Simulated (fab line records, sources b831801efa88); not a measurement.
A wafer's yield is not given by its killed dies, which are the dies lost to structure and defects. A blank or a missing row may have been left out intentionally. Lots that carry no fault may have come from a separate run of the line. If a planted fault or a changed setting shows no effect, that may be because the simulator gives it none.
fab line records	flow gf180mcu
record: lots: 24	wafers: 72	lastDay: 34
route steps=602 shown CONTACT@304 V1@336 M3@426 V3@432 V4@501
lots untouched by any fault: they come from a run of this same line in which no faults occurred
startH: hours from the record's opening day to when the first of the lot's shown wafers began	waitH: hours since the lot's step before	" the same as in the row above	L1.1+2: a row that stands for several wafers	- no value present, or no start provided	* or withheld: withheld	< > ~ a bound
route shown NAME@n: names a module that has steps shown in the file, with the first one's number in the route	usual: mean/standard deviation taken from wafers without a fault	same: alike in all rows	chamber/n: place in a boat	sites: per-site readings	_std_site: the standard deviation of these	_edge_site: the outer-site mean with the inner-site mean subtracted	radiusMm: for every site, how far away it sits from the centre of the wafer	mask NAME#n: copy n	behind: the most recent tool/chamber to have shaped the wafer	hold: why the lot was held/for how many hours/how that ended	device: names the non-switching transistor (n, p or np)	end of line: the same wafers' tests at the end of the route	a step with no rows: only its recipe	killed: at the first sort, the dies lost to defects and structure; wafer yield is something else	map: dies across one wafer; x = killed, . = not, _ = none there
set.NAME: the setting that was run; set.NAME@STEP: the one run at that earlier step	model.NAME: the simulator's own value behind a step, which no gauge read
the route's steps for a sample of lots (tables are steps, rows are wafers)
services: a tool's chamber out of use, with start hour (startH, from the record's first day; less than 0 if before it), hours out, and reason
== steps ==
step: GF_CONTACT_ETCH_17
recipe: chemistry: C4F8/O2/Ar	maskMaterial: KrF	target: SiO2	stopOn: CoSi2	sourceW: 1500	biasW: 1200	pressureMtorr: 40	c4f8FlowSccm: withheld	O2_flow_sccm: 6	Ar_flow_sccm: 300	timeS: withheld	targetDepthA: 8600
usual: oesProductAu: 0.807/0.0055
lot.wafer	tool	chamber	startH	waitH	oesProductAu
L074.2	rieDiel-02	3	-	-	0.816
L074.5	"	1	"	"	0.811
L074.6	"	0	"	"	0.807
L075.3	rieDiel-02	2	-	-	0.803
L075.4	"	1	"	"	0.804
L075.5	"	1	"	"	0.805
L076.2	rieDiel-02	0	-	-	0.808
L076.5	"	3	"	"	0.806
L076.6	"	0	"	"	0.802
L077.1	rieDiel-03	3	-	-	0.815
L077.2	"	2	"	"	0.808
L077.6	"	3	"	"	0.804
L078.1	rieDiel-04	2	-	-	0.809
L078.2	"	0	"	"	0.811
L078.3	"	3	"	"	0.813
L079.2	rieDiel-03	2	-	-	0.804
L079.5	"	0	"	"	0.805
L079.6	"	3	"	"	0.800
L080.1	rieDiel-02	2	-	-	0.802
L080.3	"	1	"	"	0.806
L080.4	"	1	"	"	0.814
L081.1	rieDiel-04	1	-	-	0.812
L081.4	"	3	"	"	0.816
L081.6	"	1	"	"	0.806
L082.3	rieDiel-03	0	-	-	0.800
L082.4	"	3	"	"	0.811
L082.5	"	0	"	"	0.802
L083.1	rieDiel-02	3	-	-	0.798
L083.2	"	1	"	"	0.814
L083.4	"	2	"	"	0.803
L084.1	rieDiel-04	3	-	-	0.807
L084.3	"	0	"	"	0.808
L084.6	"	2	"	"	0.818
L085.3	rieDiel-04	3	-	-	0.811
L085.4	"	0	"	"	0.816
L085.5	"	2	"	"	0.803
L086.1	rieDiel-04	0	-	-	0.812
L086.2	"	2	"	"	0.810
L086.6	"	2	"	"	0.812
L087.3	rieDiel-04	3	-	-	0.804
L087.4	"	3	"	"	0.803
L087.5	"	0	"	"	0.804
L088.1	rieDiel-04	0	-	-	0.807
L088.2	"	2	"	"	0.813
L088.6	"	2	"	"	0.803
L089.3	rieDiel-03	2	-	-	0.809
L089.4	"	3	"	"	0.804
L089.5	"	0	"	"	0.811
L090.1	rieDiel-03	3	-	-	0.806
L090.3	"	0	"	"	0.810
L090.6	"	3	"	"	0.821
L091.1	rieDiel-04	2	-	-	0.802
L091.2	"	3	"	"	0.805
L091.5	"	0	"	"	0.817
L092.3	rieDiel-03	0	-	-	0.812
L092.5	"	3	"	"	0.806
L092.6	"	0	"	"	0.807
L093.1	rieDiel-02	0	-	-	0.795
L093.2	"	1	"	"	0.806
L093.5	"	1	"	"	0.801
L094.2	rieDiel-04	1	-	-	0.804
L094.3	"	3	"	"	0.810
L094.6	"	0	"	"	0.799
L095.2	rieDiel-02	3	-	-	0.812
L095.4	"	2	"	"	0.810
L095.5	"	3	"	"	0.812
L096.2	rieDiel-03	2	-	-	0.808
L096.3	"	3	"	"	0.805
L096.6	"	3	"	"	0.806
L097.2	rieDiel-02	2	-	-	0.807
L097.5	"	2	"	"	0.821
L097.6	"	1	"	"	0.816
step: GF_V1_THK_MEAS_01
recipe: reads: SiO2_of_V1_CVD_00
usual: V1_CVD_00_THK: 597/6.9
lot.wafer	tool	chamber	startH	waitH	V1_CVD_00_THK[nm]
L074.2	filmMetro-03	-	386.55	0.0	598
L074.5	"	-	"	"	611
L074.6	"	-	"	"	604
L075.3	filmMetro-04	-	391.04	0.1	588
L075.4	"	-	"	"	590
L075.5	"	-	"	"	591
L076.2	filmMetro-02	-	402.67	0.0	590
L076.5	"	-	"	"	590
L076.6	"	-	"	"	588
L077.1	filmMetro-04	-	417.91	0.0	589
L077.2	"	-	"	"	599
L077.6	"	-	"	"	596
L078.1	filmMetro-04	-	422.89	0.0	603
L078.2	"	-	"	"	600
L078.3	"	-	"	"	595
L079.2	filmMetro-02	-	432.32	0.0	594
L079.5	"	-	"	"	580
L079.6	"	-	"	"	587
L080.1	filmMetro-03	-	445.62	0.0	599
L080.3	"	-	"	"	584
L080.4	"	-	"	"	608
L081.1	filmMetro-02	-	448.44	0.0	596
L081.4	"	-	"	"	599
L081.6	"	-	"	"	587
L082.3	filmMetro-04	-	463.91	0.1	598
L082.4	"	-	"	"	604
L082.5	"	-	"	"	609
L083.1	filmMetro-02	-	471.15	0.0	597
L083.2	"	-	"	"	596
L083.4	"	-	"	"	595
L084.1	filmMetro-03	-	478.21	0.0	610
L084.3	"	-	"	"	605
L084.6	"	-	"	"	598
L085.3	filmMetro-04	-	487.95	0.1	605
L085.4	"	-	"	"	601
L085.5	"	-	"	"	596
L086.1	filmMetro-03	-	500.42	0.0	594
L086.2	"	-	"	"	602
L086.6	"	-	"	"	608
L087.3	filmMetro-04	-	503.80	0.1	599
L087.4	"	-	"	"	601
L087.5	"	-	"	"	590
L088.1	filmMetro-03	-	507.67	0.0	605
L088.2	"	-	"	"	602
L088.6	"	-	"	"	592
L089.3	filmMetro-02	-	522.91	0.1	590
L089.4	"	-	"	"	591
L089.5	"	-	"	"	593
L090.1	filmMetro-03	-	530.52	0.0	600
L090.3	"	-	"	"	595
L090.6	"	-	"	"	594
L091.1	filmMetro-03	-	536.17	0.0	601
L091.2	"	-	"	"	601
L091.5	"	-	"	"	603
L092.3	filmMetro-03	-	541.38	0.1	594
L092.5	"	-	"	"	594
L092.6	"	-	"	"	596
L093.1	filmMetro-04	-	550.94	0.0	596
L093.2	"	-	"	"	589
L093.5	"	-	"	"	595
L094.2	filmMetro-03	-	566.57	0.0	594
L094.3	"	-	"	"	585
L094.6	"	-	"	"	586
L095.2	filmMetro-02	-	566.80	0.0	596
L095.4	"	-	"	"	613
L095.5	"	-	"	"	595
L096.2	filmMetro-04	-	574.16	0.0	595
L096.3	"	-	"	"	603
L096.6	"	-	"	"	600
L097.2	filmMetro-02	-	578.12	0.0	597
L097.5	"	-	"	"	599
L097.6	"	-	"	"	599
step: GF_V1_OVL_MEAS_15
usual: V1_OVL: 0/5.8
lot.wafer	tool	chamber	startH	waitH	V1_OVL[nm]
L074.2	overlay-02	-	409.87	0.1	-4
L074.5	"	-	"	"	-1
L074.6	"	-	"	"	2
L075.3	overlay-02	-	415.14	0.1	2
L075.4	"	-	"	"	-5
L075.5	"	-	"	"	7
L076.2	overlay-02	-	426.92	0.1	-1
L076.5	"	-	"	"	5
L076.6	"	-	"	"	-1
L077.1	overlay-02	-	442.77	0.1	2
L077.2	"	-	"	"	10
L077.6	"	-	"	"	8
L078.1	overlay-01	-	447.97	0.1	-3
L078.2	"	-	"	"	-2
L078.3	"	-	"	"	-2
L079.2	overlay-02	-	457.08	0.1	6
L079.5	"	-	"	"	8
L079.6	"	-	"	"	5
L080.1	overlay-02	-	470.88	0.1	5
L080.3	"	-	"	"	7
L080.4	"	-	"	"	-2
L081.1	overlay-01	-	473.78	0.1	-2
L081.4	"	-	"	"	-1
L081.6	"	-	"	"	-15
L082.3	overlay-02	-	488.72	0.1	0
L082.4	"	-	"	"	-7
L082.5	"	-	"	"	-8
L083.1	overlay-01	-	495.81	0.1	4
L083.2	"	-	"	"	5
L083.4	"	-	"	"	2
L084.1	overlay-01	-	502.96	0.1	-6
L084.3	"	-	"	"	-5
L084.6	"	-	"	"	-1
L085.3	overlay-01	-	512.13	0.1	-5
L085.4	"	-	"	"	-5
L085.5	"	-	"	"	-1
L086.1	overlay-01	-	524.41	0.1	-9
L086.2	"	-	"	"	-2
L086.6	"	-	"	"	0
L087.3	overlay-01	-	527.58	0.1	2
L087.4	"	-	"	"	3
L087.5	"	-	"	"	2
L088.1	overlay-01	-	531.31	0.1	-11
L088.2	"	-	"	"	-9
L088.6	"	-	"	"	-12
L089.3	overlay-01	-	546.97	0.1	-2
L089.4	"	-	"	"	5
L089.5	"	-	"	"	5
L090.1	overlay-02	-	553.21	0.1	16
L090.3	"	-	"	"	14
L090.6	"	-	"	"	10
L091.1	overlay-02	-	559.08	0.1	-1
L091.2	"	-	"	"	4
L091.5	"	-	"	"	2
L092.3	overlay-01	-	564.94	0.1	-4
L092.5	"	-	"	"	-4
L092.6	"	-	"	"	-5
L093.1	overlay-02	-	573.18	0.1	-2
L093.2	"	-	"	"	1
L093.5	"	-	"	"	-3
L094.2	overlay-02	-	589.23	0.1	5
L094.3	"	-	"	"	-1
L094.6	"	-	"	"	13
L095.2	overlay-01	-	589.47	0.1	3
L095.4	"	-	"	"	-1
L095.5	"	-	"	"	0
L096.2	overlay-01	-	596.71	0.1	1
L096.3	"	-	"	"	0
L096.6	"	-	"	"	3
L097.2	overlay-02	-	599.82	0.1	-3
L097.5	"	-	"	"	-3
L097.6	"	-	"	"	-8
step: GF_M3_STRIP_17
recipe: chemistry: O2/N2	powerW: 1400	pressureMtorr: 1500	platenTempC: 250	o2FlowSccm: 3000	n2FlowSccm: 300	overashFraction: 0.5
usual: drypumpMotorCurrentA: 5.5/0.47	heaterPowerW: 319/15	oesProductAu: 0.559/0.004	stripTimeToEndpointS: 7.89/0.038
lot.wafer	tool	chamber	startH	waitH	drypumpMotorCurrentA	heaterPowerW	oesProductAu	rfHoursCounterH	stripTimeToEndpointS
L074.2	plasmaAsher-03	0	486.68	0.1	5.2	315	0.568	74	7.90
L074.5	"	1	"	"	5.4	313	0.548	-	7.84
L074.6	"	0	"	"	5.2	311	0.561	-	7.90
L075.3	plasmaAsher-03	1	492.38	0.1	5.4	308	0.551	-	7.91
L075.4	"	0	"	"	5.2	324	0.564	-	7.86
L075.5	"	1	"	"	5.4	310	0.558	-	7.86
L076.2	plasmaAsher-03	1	504.43	0.1	5.4	318	0.553	76	7.84
L076.5	"	0	"	"	5.2	320	0.560	-	7.84
L076.6	"	1	"	"	5.4	310	0.551	-	7.88
L077.1	plasmaAsher-01	1	519.52	0.1	5.3	308	0.565	81	7.94
L077.2	"	0	"	"	5.1	351	0.550	81	7.96
L077.6	"	1	"	"	5.3	316	0.557	-	7.94
L078.1	plasmaAsher-03	1	525.46	0.2	5.4	312	0.560	78	7.82
L078.2	"	0	"	"	5.2	322	0.558	78	7.84
L078.3	"	1	"	"	5.4	314	0.558	-	7.83
L079.2	plasmaAsher-03	0	532.42	0.1	5.2	319	0.564	79	7.86
L079.5	"	1	"	"	5.4	312	0.564	-	7.88
L079.6	"	0	"	"	5.2	319	0.556	-	7.89
L080.1	plasmaAsher-02	1	546.37	0.1	6.1	294	0.558	12	7.88
L080.3	"	0	"	"	6.5	330	0.566	-	7.89
L080.4	"	1	"	"	6.1	291	0.555	-	7.91
L081.1	plasmaAsher-01	0	547.61	0.1	5.1	337	0.560	84	7.87
L081.4	"	0	"	"	5.1	344	0.552	-	7.78
L081.6	"	1	"	"	5.3	321	0.548	-	7.79
L082.3	plasmaAsher-01	1	563.77	0.2	5.3	315	0.558	-	7.86
L082.4	"	0	"	"	5.1	339	0.561	-	7.90
L082.5	"	0	"	"	5.2	345	0.555	-	7.89
L083.1	plasmaAsher-01	0	569.77	0.1	5.1	339	0.553	87	7.86
L083.2	"	1	"	"	5.3	316	0.562	87	7.96
L083.4	"	1	"	"	5.3	318	0.558	-	7.99
L084.1	plasmaAsher-03	0	575.55	0.1	5.2	309	0.562	82	7.86
L084.3	"	1	"	"	5.4	313	0.560	-	7.89
L084.6	"	0	"	"	5.2	322	0.555	-	7.87
L085.3	plasmaAsher-02	1	584.88	0.1	6.1	292	0.557	-	7.88
L085.4	"	0	"	"	6.5	321	0.561	-	7.91
L085.5	"	0	"	"	6.5	319	0.554	-	7.89
L086.1	plasmaAsher-01	1	595.45	0.1	5.3	311	0.553	90	7.88
L086.2	"	0	"	"	5.1	341	0.556	90	7.92
L086.6	"	0	"	"	5.1	340	0.561	-	7.90
L087.3	plasmaAsher-02	1	597.72	0.1	6.1	294	0.565	-	7.86
L087.4	"	0	"	"	6.5	327	0.558	-	7.84
L087.5	"	1	"	"	6.1	290	0.554	-	7.89
L088.1	plasmaAsher-02	1	602.56	0.1	6.1	297	0.560	17	7.92
L088.2	"	0	"	"	6.5	322	0.563	17	7.91
L088.6	"	0	"	"	6.5	325	0.559	-	7.95
L089.3	plasmaAsher-01	0	616.46	0.1	5.1	340	0.553	-	7.86
L089.4	"	1	"	"	5.3	318	0.553	-	7.89
L089.5	"	0	"	"	5.1	337	0.559	-	7.90
L090.1	plasmaAsher-03	0	622.76	0.2	5.2	323	0.563	87	7.88
L090.3	"	0	"	"	5.2	319	0.557	-	7.93
L090.6	"	1	"	"	5.4	313	0.561	-	7.90
L091.1	plasmaAsher-03	0	627.31	0.1	5.3	313	0.559	88	7.88
L091.2	"	1	"	"	5.5	314	0.565	88	7.86
L091.5	"	0	"	"	5.2	312	0.560	-	7.85
L092.3	plasmaAsher-02	0	631.41	0.1	6.5	333	0.558	-	7.90
L092.5	"	1	"	"	6.1	289	0.557	-	7.93
L092.6	"	0	"	"	6.5	323	0.561	-	7.94
L093.1	plasmaAsher-01	1	642.67	0.1	5.3	318	0.564	95	7.84
L093.2	"	0	"	"	5.1	348	0.555	95	7.90
L093.5	"	1	"	"	5.2	312	0.566	-	7.89
L094.2	plasmaAsher-03	0	653.92	0.1	5.2	329	0.559	91	7.96
L094.3	"	1	"	"	5.4	309	0.554	-	7.91
L094.6	"	0	"	"	5.2	320	0.559	-	7.91
L095.2	plasmaAsher-01	0	654.97	0.1	5.1	339	0.562	96	7.95
L095.4	"	0	"	"	5.1	342	0.554	-	7.93
L095.5	"	1	"	"	5.3	322	0.553	-	7.93
L096.2	plasmaAsher-01	1	664.17	0.1	5.3	314	0.566	97	7.90
L096.3	"	0	"	"	5.1	336	0.559	-	7.95
L096.6	"	1	"	"	5.3	312	0.561	-	7.93
L097.2	plasmaAsher-02	0	665.75	0.1	6.5	322	0.562	24	7.90
L097.5	"	1	"	"	6.1	296	0.558	-	7.90
L097.6	"	0	"	"	6.5	325	0.559	-	7.82
step: GF_V3_THK_MEAS_03
recipe: reads: SiO2_of_V3_CVD_02
usual: V3_CVD_02_THK: 847/10
lot.wafer	tool	chamber	startH	waitH	V3_CVD_02_THK[nm]
L074.2	filmMetro-03	-	487.43	0.0	850
L074.5	"	-	"	"	845
L074.6	"	-	"	"	854
L075.3	filmMetro-02	-	493.11	0.1	841
L075.4	"	-	"	"	865
L075.5	"	-	"	"	859
L076.2	filmMetro-02	-	505.20	0.0	826
L076.5	"	-	"	"	851
L076.6	"	-	"	"	848
L077.1	filmMetro-02	-	520.29	0.0	844
L077.2	"	-	"	"	834
L077.6	"	-	"	"	851
L078.1	filmMetro-02	-	526.20	0.0	856
L078.2	"	-	"	"	847
L078.3	"	-	"	"	842
L079.2	filmMetro-03	-	533.23	0.0	859
L079.5	"	-	"	"	847
L079.6	"	-	"	"	865
L080.1	filmMetro-04	-	547.12	0.0	836
L080.3	"	-	"	"	830
L080.4	"	-	"	"	846
L081.1	filmMetro-03	-	548.36	0.0	829
L081.4	"	-	"	"	847
L081.6	"	-	"	"	845
L082.3	filmMetro-03	-	564.49	0.1	841
L082.4	"	-	"	"	842
L082.5	"	-	"	"	847
L083.1	filmMetro-02	-	570.51	0.0	861
L083.2	"	-	"	"	859
L083.4	"	-	"	"	873
L084.1	filmMetro-04	-	576.28	0.0	847
L084.3	"	-	"	"	840
L084.6	"	-	"	"	850
L085.3	filmMetro-03	-	585.67	0.1	841
L085.4	"	-	"	"	864
L085.5	"	-	"	"	863
L086.1	filmMetro-04	-	596.18	0.0	843
L086.2	"	-	"	"	834
L086.6	"	-	"	"	849
L087.3	filmMetro-04	-	598.48	0.1	847
L087.4	"	-	"	"	861
L087.5	"	-	"	"	859
L088.1	filmMetro-03	-	603.33	0.0	847
L088.2	"	-	"	"	839
L088.6	"	-	"	"	863
L089.3	filmMetro-03	-	617.31	0.1	842
L089.4	"	-	"	"	859
L089.5	"	-	"	"	858
L090.1	filmMetro-03	-	623.61	0.0	827
L090.3	"	-	"	"	840
L090.6	"	-	"	"	841
L091.1	filmMetro-02	-	628.05	0.0	844
L091.2	"	-	"	"	836
L091.5	"	-	"	"	851
L092.3	filmMetro-02	-	632.13	0.1	833
L092.5	"	-	"	"	855
L092.6	"	-	"	"	852
L093.1	filmMetro-04	-	643.42	0.0	838
L093.2	"	-	"	"	839
L093.5	"	-	"	"	864
L094.2	filmMetro-03	-	654.69	0.0	824
L094.3	"	-	"	"	833
L094.6	"	-	"	"	844
L095.2	filmMetro-03	-	655.72	0.0	848
L095.4	"	-	"	"	851
L095.5	"	-	"	"	852
L096.2	filmMetro-04	-	664.92	0.0	835
L096.3	"	-	"	"	839
L096.6	"	-	"	"	849
L097.2	filmMetro-02	-	666.49	0.0	853
L097.5	"	-	"	"	858
L097.6	"	-	"	"	859
step: GF_V4_THK_MEAS_25
recipe: thkMeasGauge: xrf	reads: W_of_V4_CVD_23
usual: V4_W_THK: 356/4
lot.wafer	tool	chamber	startH	waitH	V4_W_THK[nm]
L074.2	filmMetro-02	-	560.23	0.1	356
L074.5	"	-	"	"	350
L074.6	"	-	"	"	354
L075.3	filmMetro-04	-	565.61	0.1	353
L075.4	"	-	"	"	351
L075.5	"	-	"	"	357
L076.2	filmMetro-01	-	576.79	0.1	359
L076.5	"	-	"	"	362
L076.6	"	-	"	"	358
L077.1	filmMetro-01	-	592.10	0.1	359
L077.2	"	-	"	"	359
L077.6	"	-	"	"	361
L078.1	filmMetro-01	-	596.87	0.1	350
L078.2	"	-	"	"	357
L078.3	"	-	"	"	354
L079.2	filmMetro-01	-	603.45	0.1	357
L079.5	"	-	"	"	355
L079.6	"	-	"	"	361
L080.1	filmMetro-04	-	617.27	0.1	361
L080.3	"	-	"	"	354
L080.4	"	-	"	"	355
L081.1	filmMetro-02	-	620.29	0.1	359
L081.4	"	-	"	"	354
L081.6	"	-	"	"	359
L082.3	filmMetro-02	-	630.57	0.1	358
L082.4	"	-	"	"	361
L082.5	"	-	"	"	361
L083.1	filmMetro-04	-	638.70	0.1	351
L083.2	"	-	"	"	351
L083.4	"	-	"	"	357
L084.1	filmMetro-01	-	645.29	0.1	353
L084.3	"	-	"	"	354
L084.6	"	-	"	"	356
L085.3	filmMetro-01	-	652.11	0.1	351
L085.4	"	-	"	"	351
L085.5	"	-	"	"	352
L086.1	filmMetro-04	-	662.91	0.1	361
L086.2	"	-	"	"	361
L086.6	"	-	"	"	356
L087.3	filmMetro-01	-	665.49	0.1	361
L087.4	"	-	"	"	358
L087.5	"	-	"	"	353
L088.1	filmMetro-04	-	669.69	0.1	352
L088.2	"	-	"	"	353
L088.6	"	-	"	"	355
L089.3	filmMetro-01	-	680.50	0.1	355
L089.4	"	-	"	"	351
L089.5	"	-	"	"	355
L090.1	filmMetro-04	-	687.19	0.1	366
L090.3	"	-	"	"	360
L090.6	"	-	"	"	366
L091.1	filmMetro-02	-	692.83	0.1	352
L091.2	"	-	"	"	354
L091.5	"	-	"	"	350
L092.3	filmMetro-02	-	694.65	0.1	352
L092.5	"	-	"	"	361
L092.6	"	-	"	"	355
L093.1	filmMetro-01	-	705.69	0.1	355
L093.2	"	-	"	"	349
L093.5	"	-	"	"	356
L094.2	filmMetro-01	-	715.51	0.1	348
L094.3	"	-	"	"	355
L094.6	"	-	"	"	356
L095.2	filmMetro-02	-	717.05	0.1	362
L095.4	"	-	"	"	363
L095.5	"	-	"	"	359
L096.2	filmMetro-01	-	725.80	0.1	352
L096.3	"	-	"	"	353
L096.6	"	-	"	"	352
L097.2	filmMetro-01	-	727.05	0.1	356
L097.5	"	-	"	"	355
L097.6	"	-	"	"	353
== services ==
tool	chamber	startH	hours	kind
rieDiel-03	3	355.49	1.8	repair
plasmaAsher-02	-	368.39	10.8	repair
plasmaAsher-01	-	371.61	14.6	pm
rieDiel-02	1	381.17	22.7	repair
plasmaAsher-01	-	387.41	2.8	pm
rieDiel-02	3	406.52	3.8	repair
rieDiel-02	0	413.37	28.6	repair
plasmaAsher-02	-	421.25	9.0	pm
rieDiel-03	1	436.43	7.7	repair
rieDiel-03	-	453.98	22.0	repair
rieDiel-04	1	475.97	8.9	repair
rieDiel-03	-	500.29	2.8	pm
plasmaAsher-03	-	502.80	1.2	repair
plasmaAsher-02	-	503.56	2.8	pm
plasmaAsher-01	-	509.49	2.5	repair
rieDiel-03	3	546.24	1.5	repair
rieDiel-04	0	550.18	15.9	repair
plasmaAsher-03	-	555.79	17.4	repair
rieDiel-04	3	559.48	12.6	repair
rieDiel-03	0	575.41	5.4	repair
rieDiel-03	1	599.87	6.2	repair
rieDiel-03	3	605.07	9.0	repair
rieDiel-03	3	625.75	4.9	repair
rieDiel-03	0	642.79	2.7	repair
== key ==
fault none
